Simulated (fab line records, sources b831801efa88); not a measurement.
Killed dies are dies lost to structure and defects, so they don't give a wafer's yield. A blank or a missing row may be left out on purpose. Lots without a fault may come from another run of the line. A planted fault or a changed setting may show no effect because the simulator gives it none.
fab line records | flow sky130 | part 1 of 2: steps 1 to 25 of 33
record lots=5 wafers=15 last_day=50
route steps=708 shown VIA2@519 METAL3@532 CAPM@537
lots that met no fault: from a run of the same line without faults
start_h: hours from the record's first day to the start of the lot's first wafer shown | wait_h: hours since the lot's step before | " the same as in the row above | L1.1+2: a row that stands for several wafers | - no value, or no start given | * or withheld: withheld | < > ~ a bound
route shown NAME@n: a module of which the file shows steps, and the number in the route of the first | usual: mean/standard deviation of fault-free wafers | same: alike in all rows | chamber/n: place in a boat | sites: the reading at each site | _std_site: their standard deviation | _edge_site: outer sites' mean less inner sites' | radius_mm: how far each site lies from the wafer's centre | mask NAME#n: copy n | behind: the tool/chamber that last shaped the wafer | hold: why the lot was held/for how many hours/how that ended | device: the transistor (n, p or np) that didn't switch | end of line: the same wafers' tests at the end of the route | a step without rows: its recipe alone | killed: dies lost to structure and defects at the first sort, not the wafer's yield | map: a wafer's dies, x killed, . not, _ none there
set.NAME: the setting as run; set.NAME@STEP: as run at that earlier step | model.NAME: the simulator's own value behind a step, which no gauge read
lots at some steps of the route; a table a step, a row a wafer
services: from which hour (start_h, from the record's first day; less than 0 if before it) a tool's chamber was out of use, for how many hours, and why
## steps
# step SKY_VIA2_CD_MEAS_12
# recipe target_cd_nm=200
# usual cd_nm=200.5/1.5
# columns lot.wafer tool chamber start_h wait_h cd_nm
L081.2 cd_sem-02 - 908.04 - 198.6
L081.3 " - " " 199.5
L081.6 " - " " 198.4
L085.1 cd_sem-02 - 929.19 - 202.3
L085.5 " - " " 200.3
L085.6 " - " " 201.9
L084.3 cd_sem-01 - 930.26 - 202.4
L084.4 " - " " 201.8
L084.5 " - " " 200.1
L093.2 cd_sem-01 - 995.14 - 201.2
L093.3 " - " " 202.7
L093.4 " - " " 201.8
L097.2 cd_sem-02 - 1018.39 - 199.9
L097.4 " - " " 199.5
L097.6 " - " " 199.8
# step SKY_VIA2_OVL_MEAS_13
# usual VIA2_OVL=-2/5.4
# columns lot.wafer tool chamber start_h wait_h VIA2_OVL[nm]
L081.2 overlay-02 - 908.14 0.1 7
L081.3 " - " " -8
L081.6 " - " " -1
L085.1 overlay-02 - 929.31 0.1 -6
L085.5 " - " " -8
L085.6 " - " " -5
L084.3 overlay-02 - 930.35 0.1 -4
L084.4 " - " " 6
L084.5 " - " " 5
L093.2 overlay-01 - 995.25 0.1 -3
L093.3 " - " " 0
L093.4 " - " " 3
L097.2 overlay-02 - 1018.50 0.1 -5
L097.4 " - " " 1
L097.6 " - " " 3
# step SKY_VIA2_ETCH_14
# recipe chemistry=N2/H2 target=BARC ion_energy_ev=200 source_w=500 bias_w=100 pressure_mtorr=30 n2_flow_sccm=100 h2_flow_sccm=200 stop_on=SiO2 time_s=45.9 target_depth_a=600
# usual drypump_motor_current_A=5.8/0.5 oes_product_au=0.855/0.0046 throttle_valve_pct=13.224/0.0089
# same time_s=45.9
# columns lot.wafer tool chamber start_h wait_h drypump_motor_current_A oes_product_au rf_hours_counter_h throttle_valve_pct
L081.2 rie_diel-03 3 908.17 0.0 6.6 0.854 4 13.211
L081.3 " 1 " " 5.6 0.851 5 13.228
L081.6 " 2 " " 5.5 0.856 - 13.232
L085.1 rie_diel-03 3 929.34 0.0 6.7 0.855 5 13.230
L085.5 " 3 " " 6.6 0.862 - 13.220
L085.6 " 0 " " 6.5 0.843 - 13.218
L084.3 rie_diel-04 1 930.37 0.0 6.3 0.853 15 13.224
L084.4 " 3 " " 6.1 0.860 13 13.246
L084.5 " 2 " " 6.4 0.849 - 13.225
L093.2 rie_diel-04 2 995.28 0.0 6.4 0.854 17 13.219
L093.3 " 0 " " 5.0 0.861 13 13.209
L093.4 " 1 " " 6.3 0.851 17 13.229
L097.2 rie_diel-01 1 1018.53 0.0 5.6 0.857 30 13.222
L097.4 " 3 " " 5.2 0.863 12 13.207
L097.6 " 1 " " 5.6 0.854 - 13.217
# step SKY_VIA2_ETCH_15
# recipe target=SiO2 chemistry=C4F8/O2/Ar target_depth_nm=546 stop_on=TiN mask_material=KrF-thick source_w=1500 bias_w=1200 pressure_mtorr=40 c4f8_flow_sccm=withheld O2_flow_sccm=6 Ar_flow_sccm=300 time_s=84
# usual oes_product_au=0.939/0.0049
# same time_s=84
# columns lot.wafer tool chamber start_h wait_h oes_product_au
L081.2 rie_diel-03 3 908.22 0.0 0.943
L081.3 " 1 " " 0.943
L081.6 " 2 " " 0.939
L085.1 rie_diel-03 3 929.39 0.0 0.942
L085.5 " 3 " " 0.928
L085.6 " 0 " " 0.934
L084.3 rie_diel-04 1 930.42 0.0 0.942
L084.4 " 3 " " 0.941
L084.5 " 2 " " 0.935
L093.2 rie_diel-04 2 995.32 0.0 0.939
L093.3 " 0 " " 0.937
L093.4 " 1 " " 0.938
L097.2 rie_diel-01 1 1018.57 0.0 0.933
L097.4 " 3 " " 0.935
L097.6 " 1 " " 0.929
# step SKY_VIA2_STRIP_16
# recipe chemistry=O2/N2 power_w=1400 pressure_mtorr=1500 platen_temp_c=withheld o2_flow_sccm=3000 n2_flow_sccm=300 overash_fraction=0.5
# usual drypump_motor_current_A=5.7/0.31 oes_product_au=0.399/0.0049 strip_time_to_endpoint_s=4.062/0.028
# columns lot.wafer tool chamber start_h wait_h drypump_motor_current_A oes_product_au rf_hours_counter_h strip_time_to_endpoint_s
L081.2 plasma_asher-04 0 908.28 0.0 5.2 0.388 110 4.061
L081.3 " 0 " " 5.2 0.405 - 4.066
L081.6 " 1 " " 5.7 0.394 - 4.057
L085.1 plasma_asher-04 0 929.45 0.0 5.2 0.396 112 4.048
L085.5 " 1 " " 5.7 0.403 - 4.063
L085.6 " 0 " " 5.2 0.407 - 4.069
L084.3 plasma_asher-01 0 930.51 0.1 5.7 0.396 - 4.090
L084.4 " 1 " " 6.1 0.405 - 4.106
L084.5 " 1 " " 6.1 0.396 - 4.089
L093.2 plasma_asher-01 0 995.38 0.0 5.7 0.392 83 4.042
L093.3 " 0 " " 5.7 0.416 - 4.019
L093.4 " 1 " " 6.1 0.397 - 4.037
L097.2 plasma_asher-03 1 1018.63 0.0 5.7 0.396 56 4.093
L097.4 " 1 " " 5.7 0.399 - 4.030
L097.6 " 0 " " 5.2 0.405 - 4.077
# step SKY_VIA2_STRIP_17
# recipe chemistry=post_etch_residue_remover time_s=1200 temp_c=72.5
# usual temp_c=72.49/0.12
# same time_s=1200
# columns lot.wafer tool chamber start_h wait_h temp_c
L081.2 wet_bench-04 2 908.38 0.1 72.47
L081.3 " 2 " " 72.47
L081.6 " 2 " " 72.39
L085.1 wet_bench-02 1 929.55 0.1 72.43
L085.5 " 1 " " 72.48
L085.6 " 1 " " 72.41
L084.3 wet_bench-04 0 930.58 0.0 72.60
L084.4 " 0 " " 72.73
L084.5 " 0 " " 72.55
L093.2 wet_bench-04 1 995.48 0.1 72.38
L093.3 " 1 " " 72.49
L093.4 " 1 " " 72.58
L097.2 wet_bench-02 2 1018.73 0.1 72.44
L097.4 " 2 " " 72.34
L097.6 " 2 " " 72.54
# step SKY_VIA2_CLEAN_18
# recipe chemistry=IPA time_s=180 temp_c=25
# usual temp_c=25.00/0.1
# same time_s=180
# columns lot.wafer tool chamber start_h wait_h temp_c
L081.2 wet_bench-01 0 908.72 0.0 24.82
L081.3 " 0 " " 24.88
L081.6 " 0 " " 24.83
L085.1 wet_bench-04 3 929.92 0.0 25.18
L085.5 " 3 " " 24.97
L085.6 " 3 " " 25.17
L084.3 wet_bench-01 0 930.92 0.0 24.96
L084.4 " 0 " " 24.92
L084.5 " 0 " " 24.84
L093.2 wet_bench-02 1 995.82 0.0 24.95
L093.3 " 1 " " 24.79
L093.4 " 1 " " 25.00
L097.2 wet_bench-01 3 1019.07 0.0 25.03
L097.4 " 3 " " 24.93
L097.6 " 3 " " 25.03
# step SKY_VIA2_CLEAN_19
# recipe chemistry=O3/DIW dry=n2_spin
# columns lot.wafer tool chamber start_h wait_h
L081.2+3+6 wet_bench-02 3 908.84 0.0
L085.1+5+6 wet_bench-01 3 929.98 0.0
L084.3+4+5 wet_bench-04 0 930.98 0.0
L093.2+3+4 wet_bench-04 3 995.89 0.0
L097.2+4+6 wet_bench-02 1 1019.13 0.0
# step SKY_VIA2_SPUTTER_20
# recipe material=TiN target_thk_nm=20 chamber_pressure_pa=5 power_w=4000 time_s=80
# usual throttle_valve_pct=30.5/1.4
# same time_s=80
# columns lot.wafer tool chamber start_h wait_h throttle_valve_pct
L081.2 pvd_sputter-04 - 908.94 0.0 27.6
L081.3 " - " " 31.4
L081.6 " - " " 30.5
L085.1 pvd_sputter-03 - 930.07 0.0 29.4
L085.5 " - " " 28.9
L085.6 " - " " 28.9
L084.3 pvd_sputter-03 - 931.07 0.0 28.9
L084.4 " - " " 29.5
L084.5 " - " " 30.1
L093.2 pvd_sputter-01 - 995.98 0.0 32.1
L093.3 " - " " 32.0
L093.4 " - " " 32.1
L097.2 pvd_sputter-04 - 1019.22 0.0 31.8
L097.4 " - " " 28.0
L097.6 " - " " 31.7
# step SKY_VIA2_CVD_21
# recipe material=W target_thk_nm=420 time_s=126.4 temp_c=400 pressure_torr=40
# usual heater_power_w=857/99
# same time_s=126.4
# columns lot.wafer tool chamber start_h wait_h heater_power_w
L081.2 cvd_w-01 0 909.03 0.1 953
L081.3 " 1 " " 779
L081.6 " 1 " " 784
L085.1 cvd_w-01 0 930.13 0.0 962
L085.5 " 0 " " 978
L085.6 " 1 " " 789
L084.3 cvd_w-02 0 931.18 0.1 712
L084.4 " 1 " " 930
L084.5 " 1 " " 902
L093.2 cvd_w-01 0 996.04 0.0 956
L093.3 " 0 " " 974
L093.4 " 1 " " 791
L097.2 cvd_w-02 0 1019.28 0.0 679
L097.4 " 0 " " 711
L097.6 " 0 " " 699
# step SKY_VIA2_RS_MEAS_22
# recipe thk_meas_gauge=four-point-probe reads=W_of_VIA2_CVD_21+TiN_of_VIA2_SPUTTER_20
# usual VIA2_W_RS=0.274/0.0032
# columns lot.wafer tool chamber start_h wait_h VIA2_W_RS[ohm/sq]
L081.2 film_metro-03 - 909.18 0.1 0.280
L081.3 " - " " 0.272
L081.6 " - " " 0.274
L085.1 film_metro-03 - 930.26 0.1 0.277
L085.5 " - " " 0.275
L085.6 " - " " 0.273
L084.3 film_metro-02 - 931.30 0.1 0.269
L084.4 " - " " 0.267
L084.5 " - " " 0.269
L093.2 film_metro-01 - 996.19 0.1 0.275
L093.3 " - " " 0.280
L093.4 " - " " 0.273
L097.2 film_metro-01 - 1019.43 0.1 0.273
L097.4 " - " " 0.276
L097.6 " - " " 0.272
# step SKY_VIA2_THK_MEAS_23
# recipe thk_meas_gauge=xrf reads=W_of_VIA2_CVD_21
# usual VIA2_W_THK=435/6.6
# columns lot.wafer tool chamber start_h wait_h VIA2_W_THK[nm]
L081.2 film_metro-03 - 909.29 0.1 419
L081.3 " - " " 436
L081.6 " - " " 432
L085.1 film_metro-03 - 930.38 0.1 427
L085.5 " - " " 431
L085.6 " - " " 433
L084.3 film_metro-02 - 931.40 0.1 446
L084.4 " - " " 448
L084.5 " - " " 445
L093.2 film_metro-01 - 996.30 0.1 432
L093.3 " - " " 421
L093.4 " - " " 430
L097.2 film_metro-01 - 1019.54 0.1 441
L097.4 " - " " 434
L097.6 " - " " 438
# step SKY_VIA2_CMP_24
# recipe stop_on=SiO2 t_overpolish_s=20 down_force_psi=3.5 platen_rpm=60 target_thk_nm=0 pad_velocity_m_s=0.94248
# usual motor_current_A=11.7/1 overpolish_run_s=19.999/0.0088 time_to_endpoint_s=98/3.3
# columns lot.wafer tool chamber start_h wait_h motor_current_A overpolish_run_s time_to_endpoint_s
L081.2 cmp-02 3 909.34 0.0 11.4 20.004 96
L081.3 " 0 " " 12.4 19.994 96
L081.6 " 3 " " 11.7 19.995 99
L085.1 cmp-02 1 930.44 0.1 10.7 19.983 97
L085.5 " 1 " " 10.9 19.998 97
L085.6 " 2 " " 10.9 19.993 97
L084.4 cmp-02 2 931.49 0.1 10.6 19.995 101
L084.3 " 3 " " 11.8 19.992 103
L084.5 " 2 " " 11.1 19.994 100
L093.2 cmp-01 0 996.35 0.0 13.9 19.996 99
L093.3 " 2 " " 12.2 20.012 100
L093.4 " 3 " " 10.5 20.010 100
L097.2 cmp-01 0 1019.64 0.1 13.5 19.997 106
L097.4 " 1 " " 11.8 19.995 95
L097.6 " 3 " " 10.8 20.017 101
# step SKY_METAL3_SPUTTER_00
# recipe material=Ti target_thk_nm=15 power_w=3000 time_s=10 chamber_pressure_pa=0.4
# usual throttle_valve_pct=30.5/1.4
# same time_s=10
# columns lot.wafer tool chamber start_h wait_h throttle_valve_pct
L081.2 pvd_sputter-01 - 909.64 0.2 32.0
L081.3 " - " " 32.1
L081.6 " - " " 32.4
L085.1 pvd_sputter-01 - 930.74 0.2 32.3
L085.5 " - " " 31.9
L085.6 " - " " 31.5
L084.3 pvd_sputter-01 - 931.74 0.1 32.1
L084.4 " - " " 32.2
L084.5 " - " " 32.2
L093.2 pvd_sputter-02 - 996.65 0.2 28.5
L093.3 " - " " 30.6
L093.4 " - " " 28.5
L097.2 pvd_sputter-01 - 1019.89 0.2 30.0
L097.4 " - " " 32.0
L097.6 " - " " 32.3
# step SKY_METAL3_SPUTTER_01
# recipe material=TiN target_thk_nm=20 power_w=6500 time_s=16.7 chamber_pressure_pa=0.4
# usual throttle_valve_pct=30.5/1.4
# same time_s=16.7
# columns lot.wafer tool chamber start_h wait_h throttle_valve_pct
L081.2 pvd_sputter-01 - 909.66 0.0 32.3
L081.3 " - " " 32.6
L081.6 " - " " 32.4
L085.1 pvd_sputter-01 - 930.77 0.0 32.3
L085.5 " - " " 32.0
L085.6 " - " " 31.9
L084.3 pvd_sputter-01 - 931.77 0.0 32.1
L084.4 " - " " 32.2
L084.5 " - " " 32.1
L093.2 pvd_sputter-02 - 996.68 0.0 28.5
L093.3 " - " " 30.1
L093.4 " - " " 28.5
L097.2 pvd_sputter-01 - 1019.92 0.0 29.6
L097.4 " - " " 32.0
L097.6 " - " " 32.5
# step SKY_METAL3_SPUTTER_02
# recipe material=AlCu target_thk_nm=735 power_w=10600 time_s=37.31 chamber_pressure_pa=0.4
# usual throttle_valve_pct=30.5/1.4
# same time_s=37.31
# columns lot.wafer tool chamber start_h wait_h throttle_valve_pct
L081.2 pvd_sputter-01 - 909.69 0.0 31.6
L081.3 " - " " 32.2
L081.6 " - " " 32.3
L085.1 pvd_sputter-01 - 930.79 0.0 32.3
L085.5 " - " " 32.1
L085.6 " - " " 32.1
L084.3 pvd_sputter-01 - 931.79 0.0 32.1
L084.4 " - " " 32.3
L084.5 " - " " 32.0
L093.2 pvd_sputter-02 - 996.70 0.0 28.3
L093.3 " - " " 30.5
L093.4 " - " " 28.3
L097.2 pvd_sputter-01 - 1019.94 0.0 29.8
L097.4 " - " " 31.8
L097.6 " - " " 32.2
# step SKY_METAL3_SPUTTER_03
# recipe material=Ti target_thk_nm=5 power_w=3000 time_s=3.3 chamber_pressure_pa=0.4
# usual throttle_valve_pct=30.5/1.4
# same time_s=3.3
# columns lot.wafer tool chamber start_h wait_h throttle_valve_pct
L081.2 pvd_sputter-01 - 909.73 0.0 32.1
L081.3 " - " " 32.2
L081.6 " - " " 32.4
L085.1 pvd_sputter-01 - 930.83 0.0 32.2
L085.5 " - " " 32.0
L085.6 " - " " 31.8
L084.3 pvd_sputter-01 - 931.83 0.0 32.2
L084.4 " - " " 32.1
L084.5 " - " " 32.2
L093.2 pvd_sputter-02 - 996.74 0.0 28.3
L093.3 " - " " 30.4
L093.4 " - " " 28.4
L097.2 pvd_sputter-01 - 1019.98 0.0 30.0
L097.4 " - " " 32.0
L097.6 " - " " 32.4
# step SKY_METAL3_SPUTTER_04
# recipe material=TiN target_thk_nm=70 power_w=6500 time_s=58.3 chamber_pressure_pa=0.4
# usual throttle_valve_pct=30.5/1.4
# same time_s=58.3
# columns lot.wafer tool chamber start_h wait_h throttle_valve_pct
L081.2 pvd_sputter-01 - 909.74 0.0 32.2
L081.3 " - " " 32.3
L081.6 " - " " 32.2
L085.1 pvd_sputter-01 - 930.85 0.0 32.3
L085.5 " - " " 31.9
L085.6 " - " " 31.9
L084.3 pvd_sputter-01 - 931.85 0.0 32.0
L084.4 " - " " 32.1
L084.5 " - " " 32.6
L093.2 pvd_sputter-02 - 996.76 0.0 28.4
L093.3 " - " " 30.4
L093.4 " - " " 28.4
L097.2 pvd_sputter-01 - 1020.00 0.0 30.0
L097.4 " - " " 31.7
L097.6 " - " " 32.1
# step SKY_CAPM_CVD_00
# recipe material=SiO2 target_thk_nm=15.5 temp_c=400 time_s=withheld rf_w=450
# usual heater_power_w=662/70
# columns lot.wafer tool chamber start_h wait_h heater_power_w
L081.2 pecvd-04 0 909.79 0.0 652
L081.3 " 2 " " 675
L081.6 " 0 " " 657
L085.1 pecvd-02 0 930.90 0.0 616
L085.5 " 2 " " 677
L085.6 " 0 " " 620
L084.3 pecvd-03 2 931.90 0.0 664
L084.4 " 2 " " 669
L084.5 " 0 " " 848
L093.2 pecvd-02 2 996.81 0.0 676
L093.3 " 0 " " 637
L093.4 " 1 " " 606
L097.2 pecvd-03 0 1020.05 0.0 767
L097.4 " 1 " " 764
L097.6 " 0 " " 775
# step SKY_CAPM_THK_MEAS_01
# recipe reads=SiO2_of_CAPM_CVD_00
# usual CAPM_CVD_00_THK=15.51/0.22
# columns lot.wafer tool chamber start_h wait_h CAPM_CVD_00_THK[nm]
L081.2 film_metro-04 - 909.82 - 15.64
L081.3 " - " " 15.65
L081.6 " - " " 15.78
L085.1 film_metro-04 - 930.92 - 15.15
L085.5 " - " " 15.47
L085.6 " - " " 15.66
L084.3 film_metro-01 - 931.94 - 15.42
L084.4 " - " " 15.91
L084.5 " - " " 15.65
L093.2 film_metro-01 - 996.84 - 15.75
L093.3 " - " " 15.36
L093.4 " - " " 15.84
L097.2 film_metro-02 - 1020.08 - 15.16
L097.4 " - " " 15.44
L097.6 " - " " 15.52
# step SKY_CAPM_SPUTTER_02
# recipe material=TiN target_thk_nm=200 temp_c=300 power_w=6500 time_s=166.7 chamber_pressure_pa=0.4
# usual throttle_valve_pct=29.7/1
# same time_s=166.7
# columns lot.wafer tool chamber start_h wait_h throttle_valve_pct
L081.2 pvd_sputter-04 - 909.87 0.0 31.2
L081.3 " - " " 30.4
L081.6 " - " " 27.6
L085.1 pvd_sputter-04 - 930.98 0.1 28.0
L085.5 " - " " 31.6
L085.6 " - " " 30.3
L084.3 pvd_sputter-04 - 931.98 0.0 27.9
L084.4 " - " " 30.0
L084.5 " - " " 31.7
L093.2 pvd_sputter-04 - 996.89 0.0 31.8
L093.3 " - " " 31.0
L093.4 " - " " 30.1
L097.2 pvd_sputter-03 - 1020.13 0.0 30.2
L097.4 " - " " 28.9
L097.6 " - " " 29.0
# step SKY_CAPM_RS_MEAS_03
# recipe thk_meas_gauge=four-point-probe reads=TiN_of_CAPM_SPUTTER_02
# usual CAPM_TIN_RS=6.96/0.07
# columns lot.wafer tool chamber start_h wait_h CAPM_TIN_RS[ohm/sq]
L081.2 film_metro-02 - 910.00 0.1 7.09
L081.3 " - " " 6.99
L081.6 " - " " 7.12
L085.1 film_metro-01 - 931.09 0.1 6.97
L085.5 " - " " 6.94
L085.6 " - " " 6.96
L084.3 film_metro-02 - 932.13 0.1 6.96
L084.4 " - " " 6.87
L084.5 " - " " 6.91
L093.2 film_metro-04 - 997.02 0.1 6.93
L093.3 " - " " 6.89
L093.4 " - " " 6.93
L097.2 film_metro-01 - 1020.26 0.1 6.88
L097.4 " - " " 6.91
L097.6 " - " " 6.88
# step SKY_CAPM_THK_MEAS_04
# recipe thk_meas_gauge=xrf reads=TiN_of_CAPM_SPUTTER_02
# usual CAPM_TIN_THK=200.6/2.1
# columns lot.wafer tool chamber start_h wait_h CAPM_TIN_THK[nm]
L081.2 film_metro-02 - 910.11 0.1 195.8
L081.3 " - " " 199.4
L081.6 " - " " 195.8
L085.1 film_metro-01 - 931.21 0.1 199.5
L085.5 " - " " 201.6
L085.6 " - " " 200.0
L084.3 film_metro-02 - 932.23 0.1 202.0
L084.4 " - " " 204.4
L084.5 " - " " 202.3
L093.2 film_metro-04 - 997.13 0.1 201.0
L093.3 " - " " 202.9
L093.4 " - " " 200.1
L097.2 film_metro-01 - 1020.37 0.1 203.5
L097.4 " - " " 202.2
L097.6 " - " " 202.7
# step SKY_CAPM_DEHYDRATE_05
# recipe temp_c=200 time_s=60
# usual resist_line_temp_C=22.97/0.089
# same time_s=60
# columns lot.wafer tool chamber start_h wait_h resist_line_temp_C
L081.2 litho_track-03 0 921.31 11.2 22.95
L081.3 " 0 " " 22.90
L081.6 " 0 " " 22.88
L085.1 litho_track-01 0 942.23 11.0 22.89
L085.5 " 0 " " 22.86
L085.6 " 0 " " 22.86
L084.3 litho_track-01 0 943.18 10.9 23.06
L084.4 " 0 " " 22.92
L084.5 " 0 " " 22.97
L093.2 litho_track-02 0 1008.41 11.3 22.83
L093.3 " 0 " " 22.79
L093.4 " 0 " " 22.93
L097.2 litho_track-02 0 1031.96 11.6 23.06
L097.4 " 0 " " 23.00
L097.6 " 0 " " 23.12
# step SKY_CAPM_HMDS_06
# recipe prime_time_s=60 prime_temp_c=120
# usual resist_line_temp_C=22.99/0.11
# columns lot.wafer tool chamber start_h wait_h resist_line_temp_C
L081.2 litho_track-03 0 921.46 0.1 22.99
L081.3 " 0 " " 23.12
L081.6 " 0 " " 23.00
L085.1 litho_track-01 0 942.38 0.1 23.19
L085.5 " 0 " " 22.98
L085.6 " 0 " " 23.19
L084.3 litho_track-01 0 943.33 0.1 22.83
L084.4 " 0 " " 23.00
L084.5 " 0 " " 23.04
L093.2 litho_track-02 0 1008.56 0.1 23.07
L093.3 " 0 " " 23.19
L093.4 " 0 " " 23.07
L097.2 litho_track-02 0 1032.11 0.1 23.07
L097.4 " 0 " " 22.99
L097.6 " 0 " " 23.13
